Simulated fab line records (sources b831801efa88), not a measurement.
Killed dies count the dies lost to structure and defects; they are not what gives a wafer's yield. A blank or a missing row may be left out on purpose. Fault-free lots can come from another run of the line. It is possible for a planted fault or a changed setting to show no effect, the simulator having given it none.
Comparing a struck lot with a sound one + flow sky130 + 15 out of 708 route steps
Sound: the wafers L376.1, L376.2, L376.6. Struck: wafer L387.6 (L387.1, L387.4, from the same lot, were not struck and are left out); the cause is given at the end.
Order at every step that has rows: each side's tool, ch and its chambers, its first start. Under that, the readings that differ: sound wafers + struck wafers + difference of the means + sigmas: that difference in standard deviations of wafers without a fault.
alike: words and numbers the same on both sides, and readings whose means are apart by under 2 such deviations; not compared: readings that were withheld, readings missing a value for some wafer, numbers with overlapping values and no deviation given by the record, and bounds like >300 which may hide the same value.
A row with sigmas, a row that says differs or no value, or rows on one side alone: a step with any of these is where the two part. Numbers that have no deviation but don't overlap get no sigmas and don't part them. Lack of a reading on every wafer of one side parts them only where that side has two or more wafers.

SKY_VIA2_CMP_02: polishes SiO2.
  sound on cmp-01 ch 0,1,2, day 38 04:47; struck on cmp-01 ch 0, day 41 08:16
  alike: motor-current-A
SKY_VIA2_BOW_MEAS_03:
  sound on film-metro-01, day 38 05:02; struck on film-metro-03, day 41 08:34
  alike: VIA2_BOW
then, 8 steps without rows for these wafers: SKY_VIA2_DEHYDRATE_04 (time 60 s); SKY_VIA2_HMDS_05 (prime time 60 s); SKY_VIA2_COAT_06 (resist thk 60 nm); SKY_VIA2_COAT_07 (resist thk 444.8 nm); SKY_VIA2_SOFTBAKE_08 (time 90 s); SKY_VIA2_EXPOSE_09 (exposes mask VIM2, target cd 200 nm); SKY_VIA2_PEB_10; SKY_VIA2_DEVELOP_11 (develop time 60 s).
SKY_VIA2_CD_MEAS_12: target cd 200 nm.
  sound on cd-sem-01, day 39 06:47; struck on cd-sem-01, day 42 07:52
  alike: cd-nm
SKY_VIA2_OVL_MEAS_13:
  sound on overlay-02, day 39 06:54; struck on overlay-02, day 42 07:59
  alike: VIA2_OVL
SKY_VIA2_ETCH_14: etches BARC in N2/H2, stops on SiO2, time 45.9 s, target depth 60 nm.
  sound on rie-diel-04 ch 1,2, day 39 06:56; struck on rie-diel-04 ch 2, day 42 08:01
| reading                                     | sound           | struck | difference | sigmas |
|---------------------------------------------|-----------------|--------|------------|--------|
| model.KrF-thick_of_VIA2_COAT_07.thk-nm (nm) | 387 387.2 387.4 | 392.3  | +5.1       |        |
  alike: drypump-motor-current-A, oes-product-au, throttle-valve-pct
  not compared: rf-hours-counter-h
SKY_VIA2_ETCH_15: etches SiO2 in C4F8/O2/Ar, stops on TiN, target depth 546 nm, time 84 s.
  sound on rie-diel-04 ch 1,2, day 39 06:59; struck on rie-diel-04 ch 2, day 42 08:04
  alike: oes-product-au
  not compared: rf-hours-counter-h
-- the record jumps here: 8 days lie between the struck wafers' starts before and after (it left off in module VIA2 and takes up again in module PAD_OPEN, whose first step shown is number 708 of the route) --
SKY_PAD_OPEN_PROBE_99:
  sound on prober-02, day 48 06:22; struck on prober-01, day 50 14:30
| reading            | sound    | struck | difference | sigmas |
|--------------------|----------|--------|------------|--------|
| killed_at_M0_to_M3 | 42 44 32 | 58     | +19        | +3     |
  alike: defect-limited-yield, killed_at_M4_up, killed-at-contacts, killed-at-front-end, killed-at-other, killed-dies, killed-open, killed-short, sort_bin_3_pad_short, sort_bin_5_function, sort_bin_6_memory, sort-n-pass, sort-yield-pct

WHERE THEY PART
At SKY_PAD_OPEN_PROBE_99 and nowhere else, as far as this record goes.

WHY: whatever the simulator had introduced
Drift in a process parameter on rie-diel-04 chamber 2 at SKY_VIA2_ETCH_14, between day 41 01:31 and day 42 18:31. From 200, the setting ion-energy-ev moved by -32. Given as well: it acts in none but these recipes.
